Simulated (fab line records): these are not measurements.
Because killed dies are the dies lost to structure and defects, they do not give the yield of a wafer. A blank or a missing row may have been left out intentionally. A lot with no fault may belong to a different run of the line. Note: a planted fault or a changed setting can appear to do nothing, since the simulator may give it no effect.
A lot that was struck, set against a sound lot | flow sfq line | 20 steps out of a route of 325
Sound: these wafers, L701.1, L701.3, L701.5. Struck: wafers L690.1, L690.5. (L690.2 of the same lot was not struck and is left out.) The cause comes at the end.
Per side, at each step with rows, come the tool, then ch with its chambers, and then its first start. Under that, the readings that differ: sound wafers | struck wafers | difference of the means | sigmas: that difference in standard deviations of wafers without a fault.
alike: same words and numbers on both sides, and readings whose means sit less than 2 such deviations apart. not compared: any withheld reading, any reading some wafer has no value for, any bound like >300 that may hide the same value, and any number with overlapping values for which the record gives no deviation.
The two part at a step that has a row with sigmas, a row that says differs or no value, or rows on one side only. Numbers that don't overlap but have no deviation are shown without sigmas and don't part them. A reading missing from all wafers of one side parts the sides only when that side holds two or more wafers.

first, 3 steps without rows for these wafers: SFQ_TRILAYER_I0_VIA_LITHO_EXPOSE_032 (exposes mask I0, target cd 500 nm); SFQ_TRILAYER_I0_VIA_LITHO_PEB_034 (peb time 60 s); SFQ_TRILAYER_I0_VIA_LITHO_DEVELOP_033 (time 60 s).
SFQ_I0_OVL_MEAS_908:
  sound on overlay-01, day 22 19:05; struck on overlay-02, day 18 22:30
  alike: I0_OVL
SFQ_TRILAYER_I0_VIA_BARC_OPEN_VIA_ETCH_046: etches BARC in O2, target depth 125 nm, time 41.7 s.
  sound on rie diel-03 ch 0,1,3, day 22 19:07; struck on rie diel-01 ch 1,3, day 18 22:32
  alike: drypump motor current A, oes product au
  not compared: rf hours counter h
SFQ_TRILAYER_I0_VIA_ETCH_VIA_ETCH_034: etches SiO2 in CHF3, stops on Nb, target depth 260 nm.
  sound on rie diel-03 ch 0,1,3, day 22 19:09; struck on rie diel-01 ch 1,3, day 18 22:35
  alike: drypump motor current A, oes product au
SFQ_TRILAYER_I0_VIA_STRIP_STRIP_035: strips in O2.
  sound on rie metal-04 ch 0,1, day 22 19:16; struck on rie metal-01 ch 1, day 18 22:41
  alike: drypump motor current A, oes product au
  not compared: rf hours counter h
then, 2 steps without rows for these wafers: SFQ_TRILAYER_I0_VIA_STRIP_SOLV_CLEAN_036 (cleans in NMP, time 600 s); SFQ_TRILAYER_M1_DEP_PRE_CLEAN_038 (time 22.5 s).
SFQ_TRILAYER_M1_DEP_SPUTTER_037: material Nb, target thk 200 nm, time 133.3 s.
  sound on pvd sputter-04, day 22 20:16; struck on pvd sputter-06, day 18 23:31
  alike: throttle valve pct
SFQ_M1_RS_MEAS_909: uses a four-point probe to measure.
  sound on film metro-01, day 22 20:22; struck on film metro-04, day 18 23:36
  alike: M1_NB_RS
SFQ_TRILAYER_M1_LITHO_COAT_044: resist thk 62 nm.
  sound on litho track-03 ch 0, day 22 20:32; struck on litho track-04 ch 0, day 18 23:47
  reading                                              | sound                | struck        | difference | sigmas
  spin speed rpm (rpm)                                 | 3002.8 3003.0 3002.0 | 2996.8 2993.7 | -7.3       | -3
  model.BARC_of_TRILAYER_M1_LITHO_COAT_044.thk nm (nm) | 62.27 62.19 62.22    | 64.33 64.47   | +2.17      |
then, 5 steps without rows for these wafers: SFQ_TRILAYER_M1_LITHO_COAT_039 (resist thk 600 nm); SFQ_TRILAYER_M1_LITHO_SOFTBAKE_043; SFQ_TRILAYER_M1_LITHO_EXPOSE_040 (exposes mask M1, target cd 500 nm); SFQ_TRILAYER_M1_LITHO_PEB_042 (peb time 60 s); SFQ_TRILAYER_M1_LITHO_DEVELOP_041 (time 60 s).
SFQ_M1_OVL_MEAS_911:
  sound on overlay-01, day 28 15:56; struck on overlay-02, day 19 02:02
  alike: M1_OVL
SFQ_TRILAYER_M1_BARC_OPEN_METAL_ETCH_054: etches BARC in O2, target depth 125 nm, time 41.7 s.
  sound on rie metal-01 ch 0,1, day 28 15:58; struck on rie metal-03 ch 0,1, day 19 02:04
  reading                  | sound             | struck      | difference | sigmas
  oes product au (a.u.)    | 0.673 0.678 0.678 | 0.694 0.699 | +0.020     | +4
  model.etch.depth nm (nm) | 62.27 62.19 62.22 | 64.33 64.47 | +2.17      |
  alike: drypump motor current A
  not compared: rf hours counter h
SFQ_TRILAYER_M1_ETCH_METAL_ETCH_042: etches Nb in Cl2/Ar, stops on SiO2, target depth 240 nm, time 120 s.
  sound on rie metal-01 ch 0,1, day 28 16:02; struck on rie metal-03 ch 0,1, day 19 02:08
  alike: drypump motor current A, oes product au
  not compared: rf hours counter h

WHERE THEY PART
At SFQ_TRILAYER_M1_LITHO_COAT_044 first; at SFQ_TRILAYER_M1_BARC_OPEN_METAL_ETCH_054 last (within this record only). Later steps at which nothing parts them and some readings are alike: SFQ_TRILAYER_M1_ETCH_METAL_ETCH_042.

WHY: whatever the simulator had introduced
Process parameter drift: litho track-04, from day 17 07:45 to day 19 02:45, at SFQ_TRILAYER_M1_LITHO_COAT_044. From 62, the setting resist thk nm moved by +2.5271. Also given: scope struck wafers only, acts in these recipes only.
